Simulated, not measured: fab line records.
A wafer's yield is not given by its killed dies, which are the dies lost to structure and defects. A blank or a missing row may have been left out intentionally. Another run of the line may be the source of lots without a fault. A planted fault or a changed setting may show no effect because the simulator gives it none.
A struck lot beside a sound one / flow sky130 / 15 steps out of a route of 708
Sound: wafers L123.1, L123.3, L123.6. Wafers struck: L130.1, L130.3, L130.5. At the end, the cause is stated.
For every step that has rows: the tool of each side, followed by ch and its chambers, followed by its first start. Under that, the readings that differ: sound wafers / struck wafers / difference of the means / sigmas: that difference in standard deviations of wafers without a fault.
alike: same words and numbers on both sides, and readings whose means sit less than 2 such deviations apart. not compared: any withheld reading, any reading some wafer has no value for, any bound like >300 that may hide the same value, and any number with overlapping values for which the record gives no deviation.
A row with sigmas, a row that says differs or no value, or rows on one side alone: a step with any of these is where the two part. Numbers that don't overlap but have no deviation are shown without sigmas and don't part them. A reading that every wafer of one side lacks parts them only if that side has two wafers or more.

SKY_SONOS_ONO_THK_MEAS_05:
  struck on film-metro-02, day 16 03:12; sound on film-metro-03, day 13 15:46
  alike: SONOS_ONO_CVD_04_THK
then, 7 steps without rows for these wafers: SKY_SONOS_ONO_DEHYDRATE_06 (time 60 s); SKY_SONOS_ONO_HMDS_07 (prime time 60 s); SKY_SONOS_ONO_COAT_08 (resist thk 1140 nm); SKY_SONOS_ONO_SOFTBAKE_09 (time 60 s); SKY_SONOS_ONO_EXPOSE_10 (exposes mask ONOM, target cd 410 nm); SKY_SONOS_ONO_PEB_11; SKY_SONOS_ONO_DEVELOP_12 (develop time 60 s).
SKY_SONOS_ONO_CD_MEAS_13: target cd 410 nm.
  struck on cd-sem-02, day 17 06:36; sound on cd-sem-02, day 14 18:03
  alike: cd-nm
SKY_SONOS_ONO_OVL_MEAS_14:
  struck on overlay-01, day 17 06:43; sound on overlay-01, day 14 18:10
  alike: SONOS_ONO_OVL
SKY_SONOS_ONO_ETCH_15: etches the open film in CHF3/O2, target depth 19.52 nm, time 7.8 s.
  sound on rie-diel-02 ch 1,3, day 14 18:12; struck on rie-diel-03 ch 1,2,3, day 17 06:45
  alike: drypump-motor-current-A, oes-product-au, throttle-valve-pct
  not compared: rf-hours-counter-h
then, 1 step without rows for these wafers: SKY_SONOS_ONO_WET_ETCH_16 (etches SiO2 in dHF, target depth 14 nm, time 280 s).
SKY_SONOS_ONO_STRIP_17: strips in O2/N2.
  sound on plasma-asher-01 ch 0, day 14 18:19; struck on plasma-asher-02 ch 0,1, day 17 06:53
  no value came back on the struck wafers for chamber-pressure-mTorr (mTorr), drypump-motor-current-A (A), oes-product-au (a.u.), strip-time-to-endpoint-s (s); on the sound wafers chamber-pressure-mTorr (mTorr) reads 1498.9 1499.7 1497.5
reading=model.NOVOLAK_of_SONOS_ONO_COAT_08.thk-nm (nm); sound=0 0 0; struck=1121 1120 1120; difference=+1120; sigmas=
  not compared: rf-hours-counter-h
then, 1 step without rows for these wafers: SKY_SONOS_ONO_WET_ETCH_18 (etches Si3N4 in H3PO4, target depth 15 nm, time 172 s).
-- a jump in the record: the struck wafers' starts before and after are 32 days apart (it breaks off in module SONOS_ONO and resumes in module PAD_OPEN, where the first step shown is number 708 of the route) --
SKY_PAD_OPEN_PROBE_99:
  struck on prober-02, day 49 05:28; sound on prober-02, day 47 14:46
reading=killed-at-front-end; sound=16 17 13; struck=431 406 432; difference=+408; sigmas=+99 or more
reading=killed-dies; sound=75 80 74; struck=492 492 492; difference=+416; sigmas=+44
reading=killed-on-rim; sound=13 11 18; struck=96 96 96; difference=+82; sigmas=+23
  alike: killed_at_M0_to_M3, killed_at_M4_up, killed-at-contacts, killed-at-other, killed-open, killed-short

WHERE THEY PART
Earliest at SKY_SONOS_ONO_STRIP_17; latest, in this record, at SKY_PAD_OPEN_PROBE_99.

WHY: whatever the simulator had introduced
Beginning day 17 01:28, the whole step at SKY_SONOS_ONO_STRIP_17 was skipped on plasma-asher-02. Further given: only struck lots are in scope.
